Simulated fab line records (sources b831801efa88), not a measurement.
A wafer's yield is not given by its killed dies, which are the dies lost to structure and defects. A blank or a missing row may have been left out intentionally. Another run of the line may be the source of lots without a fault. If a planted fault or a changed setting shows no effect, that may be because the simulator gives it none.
Struck lot and sound lot, side by side :: flow sky130 :: 15 steps out of a route of 708
Sound: the wafers L502.3, L502.4, L502.6. Struck: wafers L486.1, L486.2, L486.3. The cause comes at the end.
Per side, at each step with rows, come the tool, then ch with its chambers, and then its first start. Under that, the readings that differ: sound wafers :: struck wafers :: difference of the means :: sigmas: that difference in standard deviations of wafers without a fault.
alike: readings whose means differ by less than 2 such deviations, and words and numbers that are the same on both sides. not compared: withheld readings, readings that some wafer has no value for, bounds like >300 that may hide the same value, and numbers for which the record gives no deviation and whose values overlap.
A row with sigmas, a row that says differs or no value, or rows on one side alone: a step with any of these is where the two part. Numbers that have no deviation but don't overlap get no sigmas and don't part them. A reading missing from all wafers of one side parts the sides only when that side holds two or more wafers.

first, 1 step without rows for these wafers: SKY_METAL1_DEVELOP_14 (develop time 60 s).
SKY_METAL1_CD_MEAS_15: the cd target is 140 nm.
  sound: cd sem-01 at day 38 11:13; struck: cd sem-02 at day 33 23:22
reading: cd nm (nm)
sound: 140.2 141.0 139.1
struck: 136.3 136.5 136.8
difference: -3.6
sigmas: -2
SKY_METAL1_OVL_MEAS_16:
  sound: overlay-02 at day 38 11:18; struck: overlay-02 at day 33 23:29
  alike: METAL1_OVL
SKY_METAL1_DESCUM_17: chemistry O2, time 8 s.
  sound on rie metal-02 ch 0,1, day 38 11:20; struck on rie metal-04 ch 1, day 33 23:32
  alike: chamber pressure mTorr, drypump motor current A, oes product au
  not compared: rf hours counter h
SKY_METAL1_ETCH_18: etches BARC in N2/H2, stops on SiO2, time 45.9 s, target depth 60 nm.
  sound on rie metal-02 ch 0,1, day 38 11:23; struck on rie metal-04 ch 1, day 33 23:35
  alike: chamber pressure mTorr, drypump motor current A, oes product au, throttle valve pct
  not compared: rf hours counter h
SKY_METAL1_METAL_ETCH_19: etches the open film in Cl2/BCl3, stops on SiO2, target depth 360 nm, time 78 s.
  sound on rie metal-02 ch 0,1, day 38 11:27; struck on rie metal-04 ch 1, day 33 23:43
  alike: chamber pressure mTorr, drypump motor current A, oes product au, throttle valve pct
  not compared: rf hours counter h
SKY_METAL1_STRIP_20: strips in O2/N2.
  sound on plasma asher-01 ch 0,1, day 38 11:32; struck on plasma asher-02 ch 0,1, day 33 23:54
  alike: chamber pressure mTorr, drypump motor current A, oes product au, strip time to endpoint s
  not compared: rf hours counter h
then, 4 steps without rows for these wafers: SKY_METAL1_STRIP_21 (strips in post etch residue remover, time 1200 s); SKY_METAL1_CLEAN_22 (cleans in IPA, time 180 s); SKY_METAL1_CLEAN_23 (cleans in O3/DIW); SKY_VIA1_HDPCVD_00 (deposits SiO2, target thk 1030 nm, time 171.7 s).
SKY_VIA1_THK_MEAS_01:
  sound: film metro-04 at day 38 12:14; struck: film metro-04 at day 34 00:38
  alike: VIA1_HDPCVD_THK
SKY_VIA1_CMP_02: polishes SiO2.
  sound on cmp-01 ch 0,1, day 38 12:17; struck on cmp-02 ch 0,2,3, day 34 00:42
reading: platen rpm (rpm)
sound: 60.04 60.03 60.02
struck: 66.01 65.98 65.96
difference: +5.95
sigmas: +99 or more
  alike: motor current A
SKY_VIA1_BOW_MEAS_03:
  sound: film metro-03 at day 38 12:37; struck: film metro-02 at day 34 01:00
  alike: VIA1_BOW
-- the record jumps here: 13 days lie between the struck wafers' starts before and after (it left off in module VIA1 and takes up again in module PAD_OPEN, whose first step shown is number 708 of the route) --
SKY_PAD_OPEN_PROBE_99:
  sound: prober-02 at day 50 01:29; struck: prober-01 at day 46 17:31
  alike: defect limited yield, killed_at_M0_to_M3, killed_at_M4_up, killed at contacts, killed at front end, killed at other, killed dies, killed open, killed short, sort_bin_3_pad_short, sort_bin_5_function, sort_bin_6_memory, sort n pass, sort yield pct

== WHERE THEY PART ==
At SKY_METAL1_CD_MEAS_15 first; at SKY_VIA1_CMP_02 last (within this record only). Later steps at which nothing parts them and some readings are alike: SKY_VIA1_BOW_MEAS_03, SKY_PAD_OPEN_PROBE_99.

WHY: the cause the simulator had injected
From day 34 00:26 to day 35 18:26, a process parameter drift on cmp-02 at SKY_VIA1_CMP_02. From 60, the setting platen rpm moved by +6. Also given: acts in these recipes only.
